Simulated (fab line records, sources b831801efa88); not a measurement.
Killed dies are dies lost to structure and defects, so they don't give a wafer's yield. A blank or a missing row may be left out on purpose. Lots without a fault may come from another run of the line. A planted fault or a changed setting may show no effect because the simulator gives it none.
A struck lot beside a sound one | flow sky130 | 41 steps out of a route of 708
Sound: wafers L874.2, L874.3, L874.4. Struck: wafers L890.1, L890.2, L890.4. The cause comes at the end.
At each step with rows: each side's tool, then ch and its chambers, then its first start. Under that, the readings that differ: sound wafers | struck wafers | difference of the means | sigmas: that difference in standard deviations of wafers without a fault.
alike: readings whose means differ by less than 2 such deviations, and words and numbers that are the same on both sides. not compared: withheld readings, readings that some wafer has no value for, bounds like >300 that may hide the same value, and numbers for which the record gives no deviation and whose values overlap.
The two part at a step that has a row with sigmas, a row that says differs or no value, or rows on one side only. Numbers that don't overlap but have no deviation are shown without sigmas and don't part them. A reading that every wafer of one side lacks parts them only if that side has two wafers or more.

first, 8 steps without rows for these wafers: SKY_POLY_GATE_ETCH_15 (etches BARC in N2/H2, stops on SiO2, time 118.5 s, target depth 110 nm); SKY_POLY_GATE_ETCH_16 (etches Si3N4 in CH3F/O2, stops on poly-Si, time 147.5 s, target depth 75 nm); SKY_POLY_GATE_ETCH_17 (etches poly-Si in HBr/Cl2, stops on SiO2, target depth 180 nm, time 70.5 s); SKY_POLY_GATE_STRIP_18 (strips in O2/N2); SKY_POLY_GATE_CLEAN_19 (cleans in SC1/SC2, time 150 s); SKY_POLY_GATE_OXIDATION_20 (stabilise 600 s, purge 300 s, target thk 4 nm); SKY_LDD_N_DEHYDRATE_00 (time 60 s); SKY_LDD_N_HMDS_01 (prime time 60 s).
SKY_LDD_N_COAT_02: resist thk 300 nm.
  sound on litho_track-01 ch 0, day 17 11:47; struck on litho_track-01, day 23 04:52
  no value came back on the struck wafers for chill_plate_temp_C (C), dispense_pressure_kPa (kPa); on the sound wafers chill_plate_temp_C (C) reads 23.07 23.14 23.20
then, 4 steps without rows for these wafers: SKY_LDD_N_SOFTBAKE_03 (time 60 s); SKY_LDD_N_EXPOSE_04 (exposes mask NTM, target cd 840 nm); SKY_LDD_N_PEB_05; SKY_LDD_N_DEVELOP_06 (develop time 60 s).
SKY_LDD_N_OVL_MEAS_07:
  sound on overlay-01, day 18 01:43; struck on overlay-01, day 23 18:36
  reading        | sound       | struck | difference                    | sigmas
  LDD_N_OVL (nm) | 1.0 0.8 0.6 | - - -  | no value on the struck wafers |
then, 18 steps without rows for these wafers: SKY_LDD_N_IMPLANT_08; SKY_LDD_N_IMPLANT_09; SKY_LDD_N_IMPLANT_10; SKY_LDD_N_IMPLANT_11; SKY_LDD_N_IMPLANT_12; SKY_LDD_N_IMPLANT_13; SKY_LDD_N_IMPLANT_14; SKY_LDD_N_IMPLANT_15; SKY_LDD_N_STRIP_16 (strips in O2/N2); SKY_LDD_P_DEHYDRATE_00 (time 60 s); SKY_LDD_P_HMDS_01 (prime time 60 s); SKY_LDD_P_COAT_02 (resist thk 1140 nm); SKY_LDD_P_SOFTBAKE_03 (time 60 s); SKY_LDD_P_EXPOSE_04 (exposes mask PSDM, target cd 380 nm); SKY_LDD_P_PEB_05; SKY_LDD_P_DEVELOP_06 (develop time 60 s); SKY_LDD_P_IMPLANT_09; SKY_LDD_P_STRIP_10 (strips in O2/N2).
SKY_LDD_P_TW_MEAS_11:
  sound on film_metro-04, day 19 08:25; struck on film_metro-04, day 25 01:49
  reading  | sound       | struck         | difference | sigmas
  LDD_P_TW | 641 643 640 | 2610 2618 2602 | +1969      | +99 or more
then, 2 steps without rows for these wafers: SKY_LDD_HVN_DEHYDRATE_00 (time 60 s); SKY_LDD_HVN_HMDS_01 (prime time 60 s).
SKY_LDD_HVN_TW_MEAS_10:
  sound on film_metro-01, day 20 14:43; struck on film_metro-01, day 26 07:21
  reading    | sound          | struck         | difference | sigmas
  LDD_HVN_TW | 1420 1422 1417 | 2669 2666 2670 | +1249      | +89
SKY_LDD_HVP_TW_MEAS_10:
  sound on film_metro-04, day 21 21:10; struck on film_metro-04, day 27 13:14
  reading    | sound       | struck         | difference | sigmas
  LDD_HVP_TW | 464 462 462 | 2606 2635 2620 | +2158      | +99 or more
SKY_LDD_LDN_TW_MEAS_13:
  sound on film_metro-03, day 23 04:58; struck on film_metro-02, day 28 17:56
  reading    | sound          | struck         | difference | sigmas
  LDD_LDN_TW | 1481 1479 1476 | 2662 2652 2665 | +1181      | +99 or more
-- the record jumps here: 2 days lie between the struck wafers' starts before and after (it left off in module LDD_LDN and takes up again in module SD_P, whose first step shown is number 331 of the route) --
SKY_SD_P_TW_MEAS_11:
  sound on film_metro-02, day 25 19:59; struck on film_metro-03, day 31 02:43
  reading | sound          | struck         | difference | sigmas
  SD_P_TW | 2836 2840 2846 | 3035 3042 3029 | +195       | +7
SKY_RES_XHIGH_TW_MEAS_09:
  sound on film_metro-03, day 27 01:29; struck on film_metro-01, day 32 06:24
  reading      | sound          | struck         | difference | sigmas
  RES_XHIGH_TW | 1639 1635 1634 | 2636 2644 2629 | +1000      | +67
-- the record jumps here: 17 days lie between the struck wafers' starts before and after (it left off in module RES_XHIGH and takes up again in module PAD_OPEN, whose first step shown is number 708 of the route) --
SKY_PAD_OPEN_PROBE_99:
  sound on prober-01, day 46 00:43; struck on prober-01, day 49 14:14
  reading             | sound    | struck      | difference | sigmas
  killed_at_front_end | 12 16 12 | 410 434 406 | +403       | +92
  killed_dies         | 92 79 75 | 492 492 492 | +410       | +45
  killed_on_rim       | 19 16 15 | 96 96 96    | +79        | +21
  alike: killed_at_M0_to_M3, killed_at_M4_up, killed_at_contacts, killed_at_other, killed_open, killed_short

WHERE THEY PART
First at SKY_LDD_N_COAT_02; last, within this record, at SKY_PAD_OPEN_PROBE_99.

WHY: what the simulator had put in
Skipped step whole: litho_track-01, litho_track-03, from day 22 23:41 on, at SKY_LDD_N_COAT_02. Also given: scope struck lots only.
